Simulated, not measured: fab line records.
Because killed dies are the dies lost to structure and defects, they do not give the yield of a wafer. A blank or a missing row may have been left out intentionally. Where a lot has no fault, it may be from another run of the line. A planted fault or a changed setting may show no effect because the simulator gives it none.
A lot that was struck, set against a sound lot + flow sky130 + 14 out of 708 route steps
Sound: these wafers, L314.3, L314.4, L314.5. The struck wafers were L308.3, L308.4, L308.6. Last of all comes the cause.
For every step that has rows: the tool of each side, followed by ch and its chambers, followed by its first start. Under that, the readings that differ: sound wafers + struck wafers + difference of the means + sigmas: that difference in standard deviations of wafers without a fault.
alike: words and numbers the same on both sides, and readings whose means are apart by under 2 such deviations; not compared: readings that were withheld, readings missing a value for some wafer, numbers with overlapping values and no deviation given by the record, and bounds like >300 which may hide the same value.
Wherever a step has rows on one side only, a row that says differs or no value, or a row with sigmas, the two part there. Numbers that have no deviation but don't overlap get no sigmas and don't part them. A reading missing from all wafers of one side parts the sides only when that side holds two or more wafers.

first, 5 steps without rows for these wafers: SKY_SD_N_COAT_02 (resist thk 1140 nm); SKY_SD_N_SOFTBAKE_03 (time 60 s); SKY_SD_N_EXPOSE_04 (exposes mask NSDM, target cd 380 nm); SKY_SD_N_PEB_05; SKY_SD_N_DEVELOP_06 (develop time 60 s).
SKY_SD_N_CD_MEAS_07: target cd 380 nm.
  sound on cdSem-01 at day 33 05:56; struck on cdSem-02 at day 31 04:52
  alike: cdNm
SKY_SD_N_OVL_MEAS_08:
  sound on overlay-01 at day 33 06:02; struck on overlay-02 at day 31 04:57
  alike: SD_N_OVL
then, 2 steps without rows for these wafers: SKY_SD_N_IMPLANT_09; SKY_SD_N_IMPLANT_10.
SKY_SD_N_STRIP_11: strips in O2/N2.
  sound on plasmaAsher-02 ch 0,1, day 33 06:23; struck on plasmaAsher-01 ch 0,1, day 31 05:19
  alike: drypumpMotorCurrentA, oesProductAu, stripTimeToEndpointS
  not compared: rfHoursCounterH
SKY_SD_N_TW_MEAS_12:
  sound on filmMetro-04 at day 33 06:28; struck on filmMetro-04 at day 31 05:23
  alike: SD_N_TW
then, 1 step without rows for these wafers: SKY_SD_N_CLEAN_13 (cleans in SC1/SC2, time 150 s).
SKY_SD_N_RTA_14: time 2 s.
  sound on rtpAnneal-02 ch 0, day 33 06:35; struck on rtpAnneal-02 ch 0, day 31 05:43
  alike: lampPowerPct, rampUpCPerS, wafer_temp_C_max
-- a jump in the record: the struck wafers' starts before and after are 17 days apart (it breaks off in module SD_N and resumes in module PAD_OPEN, where the first step shown is number 708 of the route) --
SKY_PAD_OPEN_PROBE_99:
  sound on prober-02 at day 49 16:56; struck on prober-02 at day 48 05:22
| reading                          | sound             | struck            | difference | sigmas |
|----------------------------------|-------------------|-------------------|------------|--------|
| model.etest.resXhighPo.lineOhmUm | 5828 5796 5770    | 4326 4057 4245    | -1589      |        |
| model.etest.resXhighPo.rsOhmSq   | 2068 2019 2007    | 1502 1447 1494    | -550       |        |
| model.etest.pfet_01v8.rOnOhmUm   | 2859 2847 2783    | 2401 2560 2509    | -340       |        |
| model.etest.resPdiff.lineOhmUm   | 1334 1312 1339    | 1099 1118 1103    | -222       |        |
| model.etest.resHighPo.lineOhmUm  | 741.2 729.4 741.3 | 632.1 601.8 608   | -123.3     |        |
| model.etest.liconHighPo.rcOhm    | 349.5 330.5 341.2 | 265.8 253.6 267.4 | -78.1      |        |
| model.etest.resNdiff.lineOhmUm   | 756 761 756.2     | 688.4 696.3 680.9 | -69.2      |        |
  not compared: model.etest.pfetG5v0d10v5.rOnOhmUm

== WHERE THEY PART ==
Nowhere in this record.

WHY: whatever the simulator had introduced
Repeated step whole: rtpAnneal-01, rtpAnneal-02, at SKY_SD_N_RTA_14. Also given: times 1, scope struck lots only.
